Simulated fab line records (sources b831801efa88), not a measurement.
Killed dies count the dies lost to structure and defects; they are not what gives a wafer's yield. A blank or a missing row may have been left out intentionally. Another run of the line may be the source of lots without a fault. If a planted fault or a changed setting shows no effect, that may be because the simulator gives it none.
Which tool did it? :: flow sky130 :: 12 lots, 33 wafers sampled, at 6 steps of a route of 708

## WHAT THE GAUGES READ, wafer by wafer
SKY_LDD_HVN_TW_MEAS_10.
lot: L983
measured: day 20 20:29
on: film metro-04
LDD_HVN_TW: 1452 1447 1445

lot: L984
measured: day 21 06:34
on: film metro-04
LDD_HVN_TW: 1464 1462 1466

lot: L986
measured: day 21 17:55
on: film metro-04
LDD_HVN_TW: 1456 1458 1464

lot: L985
measured: day 21 20:09
on: film metro-04
LDD_HVN_TW: 1469 1469 1459

lot: L987
measured: day 22 01:51
on: film metro-04
LDD_HVN_TW: 1472 1471

lot: L990
measured: day 23 02:58
on: film metro-02
LDD_HVN_TW: 1436 1441

lot: L991
measured: day 23 12:05
on: film metro-04
LDD_HVN_TW: 1472 1466

lot: L997
measured: day 25 11:14
on: film metro-04
LDD_HVN_TW: 1461 1463 1463

lot: L101
measured: day 26 23:49
on: film metro-02
LDD_HVN_TW: 1446 1443 1442

lot: L103
measured: day 27 12:22
on: film metro-01
LDD_HVN_TW: 1409 1399 1407

lot: L104
measured: day 28 01:39
on: film metro-01
LDD_HVN_TW: 1413 1419 1414

lot: L106
measured: day 28 07:21
on: film metro-01
LDD_HVN_TW: 1415 1420 1413

SKY_POLY_CUT_CD_MEAS_08: the cd target is 270 nm.
lot: L983
measured: day 24 19:35
on: cd sem-01
cd nm (nm): 269.1 269.4 271.0

lot: L984
measured: day 25 04:04
on: cd sem-01
cd nm (nm): 269.2 268.9 271.7

lot: L986
measured: day 25 14:25
on: cd sem-01
cd nm (nm): 272.4 272.1 272.3

lot: L985
measured: day 25 17:43
on: cd sem-01
cd nm (nm): 270.9 270.9 270.9

lot: L987
measured: day 25 22:18
on: cd sem-01
cd nm (nm): 271.4 271.0

lot: L990
measured: day 26 22:18
on: cd sem-01
cd nm (nm): 269.7 270.4

lot: L991
measured: day 27 07:28
on: cd sem-01
cd nm (nm): 269.8 268.7

lot: L997
measured: day 29 07:13
on: cd sem-02
cd nm (nm): 269.2 268.1 268.4

lot: L101
measured: day 30 15:15
on: cd sem-01
cd nm (nm): 270.1 270.0 270.9

lot: L103
measured: day 31 03:51
on: cd sem-02
cd nm (nm): 268.4 268.8 267.7

lot: L104
measured: day 31 16:23
on: cd sem-02
cd nm (nm): 270.1 270.6 270.6

lot: L106
measured: day 31 23:41
on: cd sem-01
cd nm (nm): 269.3 270.6 269.6

SKY_SD_N_RS_MEAS_16: a four-point-probe measurement.
lot: L983
measured: day 28 12:22
on: film metro-01
SD_N_RS (ohm/sq): 68.74 68.63 68.63

lot: L984
measured: day 28 21:26
on: film metro-04
SD_N_RS (ohm/sq): 68.64 68.59 68.43

lot: L986
measured: day 29 06:42
on: film metro-02
SD_N_RS (ohm/sq): 68.53 68.51 68.45

lot: L985
measured: day 29 10:32
on: film metro-02
SD_N_RS (ohm/sq): 68.59 68.53 68.63

lot: L987
measured: day 29 12:58
on: film metro-04
SD_N_RS (ohm/sq): 70.16 69.89 69.78 69.95

lot: L990
measured: day 30 14:06
on: film metro-01
SD_N_RS (ohm/sq): 68.86 70.22 68.76 70.17

lot: L991
measured: day 30 21:55
on: film metro-01
SD_N_RS (ohm/sq): 70.11 68.64 70.37 68.70

lot: L997
measured: day 32 19:55
on: film metro-04
SD_N_RS (ohm/sq): 68.47 68.46 68.50

lot: L101
measured: day 34 02:08
on: film metro-01
SD_N_RS (ohm/sq): 68.60 68.53 68.71

lot: L103
measured: day 34 13:41
on: film metro-02
SD_N_RS (ohm/sq): 68.60 68.62 68.65

lot: L104
measured: day 35 01:56
on: film metro-04
SD_N_RS (ohm/sq): 68.47 68.60 68.47

lot: L106
measured: day 35 09:19
on: film metro-04
SD_N_RS (ohm/sq): 68.54 68.47 68.50

## EACH LOT AND THE TOOL THAT RAN IT (in order: tool; ch and the chambers of the sampled wafers; start)
lot: L983
SKY_SPACER_ETCHBACK_02: rie diel-02 ch 0,1,3, day 23 12:55
SKY_SD_N_IMPLANT_09: implanter-01 ch 0, day 28 11:41
SKY_SD_N_STRIP_11: plasma asher-03 ch 0, day 28 11:59

lot: L984
SKY_SPACER_ETCHBACK_02: rie diel-03 ch 0,2,3, day 23 22:17
SKY_SD_N_IMPLANT_09: implanter-02 ch 0, day 28 20:45
SKY_SD_N_STRIP_11: plasma asher-03 ch 0, day 28 21:02

lot: L986
SKY_SPACER_ETCHBACK_02: rie diel-01 ch 1,2,3, day 24 08:15
SKY_SD_N_IMPLANT_09: implanter-03 ch 0, day 29 06:01
SKY_SD_N_STRIP_11: plasma asher-03 ch 0,1, day 29 06:18

lot: L985
SKY_SPACER_ETCHBACK_02: rie diel-01 ch 0,1, day 24 11:51
SKY_SD_N_IMPLANT_09: implanter-02 ch 0, day 29 09:51
SKY_SD_N_STRIP_11: plasma asher-03 ch 0,1, day 29 10:08

lot: L987
SKY_SPACER_ETCHBACK_02: rie diel-03 ch 0,1, day 24 16:38
SKY_SD_N_IMPLANT_09: implanter-02 ch 0, day 29 12:17
SKY_SD_N_STRIP_11: plasma asher-01 ch 0,1, day 29 12:35

lot: L990
SKY_SPACER_ETCHBACK_02: rie diel-02 ch 0,2, day 25 17:23
SKY_SD_N_IMPLANT_09: implanter-02 ch 0, day 30 13:25
SKY_SD_N_STRIP_11: plasma asher-03 ch 1, day 30 13:42

lot: L991
SKY_SPACER_ETCHBACK_02: rie diel-03 ch 0,2, day 26 02:39
SKY_SD_N_IMPLANT_09: implanter-02 ch 0, day 30 21:14
SKY_SD_N_STRIP_11: plasma asher-01 ch 0,1, day 30 21:32

lot: L997
SKY_SPACER_ETCHBACK_02: rie diel-03 ch 0,2,3, day 28 02:18
SKY_SD_N_IMPLANT_09: implanter-01 ch 0, day 32 19:11
SKY_SD_N_STRIP_11: plasma asher-03 ch 0,1, day 32 19:29

lot: L101
SKY_SPACER_ETCHBACK_02: rie diel-01 ch 1,2,3, day 29 11:31
SKY_SD_N_IMPLANT_09: implanter-02 ch 0, day 34 01:27
SKY_SD_N_STRIP_11: plasma asher-01 ch 0,1, day 34 01:45

lot: L103
SKY_SPACER_ETCHBACK_02: rie diel-01 ch 0,1, day 29 23:44
SKY_SD_N_IMPLANT_09: implanter-01 ch 0, day 34 13:00
SKY_SD_N_STRIP_11: plasma asher-04 ch 0,1, day 34 13:18

lot: L104
SKY_SPACER_ETCHBACK_02: rie diel-02 ch 0,2,3, day 30 12:37
SKY_SD_N_IMPLANT_09: implanter-01 ch 0, day 35 01:16
SKY_SD_N_STRIP_11: plasma asher-01 ch 0, day 35 01:32

lot: L106
SKY_SPACER_ETCHBACK_02: rie diel-03 ch 0,2,3, day 30 19:38
SKY_SD_N_IMPLANT_09: implanter-02 ch 0, day 35 08:38
SKY_SD_N_STRIP_11: plasma asher-03 ch 0,1, day 35 08:55
- SKY_SPACER_ETCHBACK_02: etches Si3N4 in CH3F/O2, stops on SiO2, time 46.7 s, target depth 45 nm.
- SKY_SD_N_IMPLANT_09
- SKY_SD_N_STRIP_11: strips in O2/N2.

## WHAT THE TOOLS THEMSELVES READ (means of the sampled wafers that have a number; where no wafer has one, the mark that the record gives instead)
SKY_SPACER_ETCHBACK_02.
lot: L983
tool: rie diel-02
drypump motor current A (A): 5.7
oes product au (a.u.): 0.854
throttle valve pct (%): 10.562

lot: L984
tool: rie diel-03
drypump motor current A (A): 5.3
oes product au (a.u.): 0.859
throttle valve pct (%): 10.561

lot: L986
tool: rie diel-01
drypump motor current A (A): 5.7
oes product au (a.u.): 0.852
throttle valve pct (%): 10.564

lot: L985
tool: rie diel-01
drypump motor current A (A): 5.7
oes product au (a.u.): 0.850
throttle valve pct (%): 10.564

lot: L987
tool: rie diel-03
drypump motor current A (A): 5.2
oes product au (a.u.): 0.860
throttle valve pct (%): 10.552

lot: L990
tool: rie diel-02
drypump motor current A (A): 5.6
oes product au (a.u.): 0.873
throttle valve pct (%): 10.555

lot: L991
tool: rie diel-03
drypump motor current A (A): 4.9
oes product au (a.u.): 0.853
throttle valve pct (%): 10.562

lot: L997
tool: rie diel-03
drypump motor current A (A): 5.3
oes product au (a.u.): 0.851
throttle valve pct (%): 10.560

lot: L101
tool: rie diel-01
drypump motor current A (A): 5.7
oes product au (a.u.): 0.858
throttle valve pct (%): 10.559

lot: L103
tool: rie diel-01
drypump motor current A (A): 5.7
oes product au (a.u.): 0.849
throttle valve pct (%): 10.561

lot: L104
tool: rie diel-02
drypump motor current A (A): 5.6
oes product au (a.u.): 0.865
throttle valve pct (%): 10.572

lot: L106
tool: rie diel-03
drypump motor current A (A): 5.3
oes product au (a.u.): 0.856
throttle valve pct (%): 10.569

SKY_SD_N_STRIP_11.
lot: L983
tool: plasma asher-03
drypump motor current A (A): 6.3
oes product au (a.u.): 0.529
strip time to endpoint s (s): 22.52

lot: L984
tool: plasma asher-03
drypump motor current A (A): 6.3
oes product au (a.u.): 0.523
strip time to endpoint s (s): 22.54

lot: L986
tool: plasma asher-03
drypump motor current A (A): 6.4
oes product au (a.u.): 0.531
strip time to endpoint s (s): 22.56

lot: L985
tool: plasma asher-03
drypump motor current A (A): 6.4
oes product au (a.u.): 0.527
strip time to endpoint s (s): 22.59

lot: L987
tool: plasma asher-01
drypump motor current A (A): 5.5
oes product au (a.u.): 0.535
strip time to endpoint s (s): 21.96

lot: L990
tool: plasma asher-03
drypump motor current A (A): 6.5
oes product au (a.u.): 0.529
strip time to endpoint s (s): 22.24

lot: L991
tool: plasma asher-01
drypump motor current A (A): 5.5
oes product au (a.u.): 0.534
strip time to endpoint s (s): 22.34

lot: L997
tool: plasma asher-03
drypump motor current A (A): 6.4
oes product au (a.u.): 0.522
strip time to endpoint s (s): 22.65

lot: L101
tool: plasma asher-01
drypump motor current A (A): 5.4
oes product au (a.u.): 0.524
strip time to endpoint s (s): 22.62

lot: L103
tool: plasma asher-04
drypump motor current A (A): 5.6
oes product au (a.u.): 0.531
strip time to endpoint s (s): 22.58

lot: L104
tool: plasma asher-01
drypump motor current A (A): 5.2
oes product au (a.u.): 0.529
strip time to endpoint s (s): 22.64

lot: L106
tool: plasma asher-03
drypump motor current A (A): 6.4
oes product au (a.u.): 0.524
strip time to endpoint s (s): 22.49

## THE ANSWER, worked out from the rows above alone
Rule: the usual values come from the lots themselves. The widest of any qualifying gaps counts: lots, ordered by their means at a reading, are off when they make up no more than a third of the lots, leave a main group of 4 or more, and stand apart from it by 3 or more times the standard deviation of that group's means. A main group whose means are all the same, to the digits that the tables above print for the reading, isn't used. Also off: a lot with no number at a reading for which 4 or more lots have one. All remaining lots with rows at the step are treated as sound. Order of review: gauges by route order, followed by the tools' own readings, for which a lot's mean as printed above is used. The first step at which some lot is off is used, and at that step the reading that is off furthest; a lot without a number counts as furthest.
Off: at SKY_SD_N_RS_MEAS_16 (SD_N_RS), L987, L990, L991. Main group: mean 68.56 ohm/sq, sd 0.062.
A tool fits if, at a process step before that reading, it ran every lot that is off, and no sound lot after the first of them. Those tools and the gauges at SKY_SD_N_RS_MEAS_16 are tried in the same way. Not one of the candidates tried fits.

## WHAT THE SIMULATOR PUT IN
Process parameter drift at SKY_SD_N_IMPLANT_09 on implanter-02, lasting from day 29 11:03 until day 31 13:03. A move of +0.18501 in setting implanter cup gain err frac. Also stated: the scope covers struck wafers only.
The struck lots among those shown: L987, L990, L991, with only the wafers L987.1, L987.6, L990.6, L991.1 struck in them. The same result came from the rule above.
